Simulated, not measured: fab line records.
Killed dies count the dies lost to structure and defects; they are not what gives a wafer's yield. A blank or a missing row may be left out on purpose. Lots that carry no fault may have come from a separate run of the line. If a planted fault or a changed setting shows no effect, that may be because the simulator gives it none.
Which tool did it? ; flow sfq-line ; 14 lots, 42 wafers sampled, at 3 steps of a route of 325

WHAT THE GAUGES READ, wafer by wafer
The record holds no reading of a measuring or inspecting step that can be judged against a usual standard deviation.

TOOL THAT RAN EACH LOT (tool first, then ch and the chambers of the sampled wafers, then the start)
lot;SFQ_TRILAYER_I2_VIA_BARC_OPEN_VIA_ETCH_096;SFQ_TRILAYER_I2_VIA_ETCH_VIA_ETCH_070;SFQ_TRILAYER_M3_LITHO_EXPOSE_076
L822;rie-diel-02 ch 1,2, day 35 06:22;rie-diel-02 ch 1,2, day 35 06:24;krf-scanner-02 ch 0, day 35 09:04
L823;rie-diel-01 ch 0,1,2, day 37 22:26;rie-diel-01 ch 0,1,2, day 37 22:29;krf-scanner-01 ch 0, day 38 02:03
L824;rie-diel-03 ch 0,3, day 38 06:50;rie-diel-03 ch 0,3, day 38 06:53;krf-scanner-01 ch 0, day 38 09:39
L826;rie-diel-01 ch 0,1, day 39 03:29;rie-diel-01 ch 0,1, day 39 03:32;krf-scanner-01 ch 0, day 39 07:14
L827;rie-diel-02 ch 2,3, day 39 10:26;rie-diel-02 ch 2,3, day 39 10:29;krf-scanner-01 ch 0, day 39 16:38
L832;rie-diel-01 ch 0,1,2, day 40 16:26;rie-diel-01 ch 0,1,2, day 40 16:29;krf-scanner-02, day 46 10:42
L833;rie-diel-02 ch 0,2, day 40 17:58;rie-diel-02 ch 0,2, day 40 18:00;krf-scanner-02, day 46 12:54
L839;rie-diel-01 ch 0,2, day 43 04:41;rie-diel-01 ch 0,2, day 43 04:44;krf-scanner-01 ch 0, day 47 10:49
L840;rie-diel-01 ch 0,1,3, day 43 17:18;rie-diel-01 ch 0,1,3, day 43 17:20;krf-scanner-01 ch 0, day 47 11:49
L841;rie-diel-01 ch 0,2,3, day 49 11:34;rie-diel-01 ch 0,2,3, day 49 11:36;krf-scanner-01 ch 0, day 54 12:10
L842;rie-diel-02 ch 0,2,3, day 49 16:22;rie-diel-02 ch 0,2,3, day 49 16:24;krf-scanner-01 ch 0, day 54 14:46
L843;rie-diel-02 ch 0,1,2, day 49 21:10;rie-diel-02 ch 0,1,2, day 49 21:12;krf-scanner-01 ch 0, day 54 18:10
L844;rie-diel-03 ch 0,1,2, day 50 08:47;rie-diel-03 ch 0,1,2, day 50 08:50;krf-scanner-01 ch 0, day 55 09:58
L845;rie-diel-02 ch 0,1,2, day 50 14:47;rie-diel-02 ch 0,1,2, day 50 14:50;krf-scanner-01 ch 0, day 55 19:46
- SFQ_TRILAYER_I2_VIA_BARC_OPEN_VIA_ETCH_096: etches BARC in O2, target depth 125 nm, time 41.7 s.
- SFQ_TRILAYER_I2_VIA_ETCH_VIA_ETCH_070: etches SiO2 in CHF3, stops on Nb, target depth 260 nm.
- SFQ_TRILAYER_M3_LITHO_EXPOSE_076: exposes mask M3, target cd 500 nm.

AS READ BY THE TOOLS THEMSELVES (means over the sampled wafers that have a number; for cases with no such wafer, the mark the record gives instead)
SFQ_TRILAYER_I2_VIA_BARC_OPEN_VIA_ETCH_096.
lot;tool;bias-w (W);chamber-pressure-mTorr (mTorr);drypump-motor-current-A (A);oes-product-au (a.u.)
L822;rie-diel-02;80.10;30.024;6.3;0.685
L823;rie-diel-01;80.21;29.977;5.7;0.686
L824;rie-diel-03;79.85;29.992;6.5;0.690
L826;rie-diel-01;79.78;29.984;5.5;0.683
L827;rie-diel-02;79.67;30.017;6.0;0.685
L832;rie-diel-01;-;-;-;-
L833;rie-diel-02;-;-;-;-
L839;rie-diel-01;80.00;30.016;6.1;0.682
L840;rie-diel-01;80.05;30.027;5.4;0.684
L841;rie-diel-01;79.90;30.004;5.8;0.678
L842;rie-diel-02;80.17;30.006;5.7;0.694
L843;rie-diel-02;80.09;30.017;5.9;0.687
L844;rie-diel-03;80.03;30.011;6.4;0.687
L845;rie-diel-02;80.01;30.009;5.9;0.687

SFQ_TRILAYER_I2_VIA_ETCH_VIA_ETCH_070.
lot;tool;bias-w (W);chamber-pressure-mTorr (mTorr);drypump-motor-current-A (A);oes-product-au (a.u.)
L822;rie-diel-02;79.89;30.011;6.3;0.850
L823;rie-diel-01;79.80;30.014;5.7;0.858
L824;rie-diel-03;80.23;30.015;6.5;0.851
L826;rie-diel-01;79.90;29.994;5.4;0.858
L827;rie-diel-02;79.95;29.972;6.0;0.852
L832;rie-diel-01;79.88;29.970;5.7;0.372
L833;rie-diel-02;80.00;29.971;6.2;0.379
L839;rie-diel-01;80.17;29.987;6.1;0.854
L840;rie-diel-01;80.09;30.014;5.4;0.854
L841;rie-diel-01;79.99;29.999;5.8;0.853
L842;rie-diel-02;80.00;29.991;5.7;0.846
L843;rie-diel-02;79.90;30.001;5.9;0.845
L844;rie-diel-03;79.87;30.014;6.4;0.854
L845;rie-diel-02;79.78;30.015;5.9;0.849

SFQ_TRILAYER_M3_LITHO_EXPOSE_076.
lot;tool;exposure-dose-mJ-cm2;focus-offset-nm (nm)
L822;krf-scanner-02;14.386;0.1
L823;krf-scanner-01;14.402;-0.3
L824;krf-scanner-01;14.404;0.9
L826;krf-scanner-01;14.384;0.2
L827;krf-scanner-01;14.381;-0.4
L832;krf-scanner-02;-;-
L833;krf-scanner-02;-;-
L839;krf-scanner-01;14.406;-0.3
L840;krf-scanner-01;14.390;0.2
L841;krf-scanner-01;14.393;-0.2
L842;krf-scanner-01;14.405;0.6
L843;krf-scanner-01;14.425;0.1
L844;krf-scanner-01;14.410;-0.7
L845;krf-scanner-01;14.379;0.3

THE ANSWER, worked out from the rows above alone
Rule: the usual values come from the lots themselves. Put in order of their means at a reading, lots are off if they are a third of the lots or fewer, leave a main group of 4 or more, and stand apart from it by a gap of 3 or more times the standard deviation of the main group's means; of several such gaps the widest counts. A main group whose means are all the same, to the digits that the tables above print for the reading, isn't used. Also off: a lot with no number at a reading for which 4 or more lots have one. The other lots that the step has rows for count as sound. The gauges are gone through in route order, then the tools' own readings, and for those a lot's mean is taken as printed above. At the first step where some lot is off, the reading lying furthest off is the one used; lots without a number count as furthest.
Off: L832, L833, at SFQ_TRILAYER_I2_VIA_BARC_OPEN_VIA_ETCH_096 (bias-w). Without a number there: L832, L833. For the main group the mean is 79.99 W and the standard deviation 0.15.
A tool fits if, at that step or a process step before it, it ran every lot that is off, and no sound lot after the first of them. None of those tried fits.

WHAT HAD BEEN PUT IN BY THE SIMULATOR
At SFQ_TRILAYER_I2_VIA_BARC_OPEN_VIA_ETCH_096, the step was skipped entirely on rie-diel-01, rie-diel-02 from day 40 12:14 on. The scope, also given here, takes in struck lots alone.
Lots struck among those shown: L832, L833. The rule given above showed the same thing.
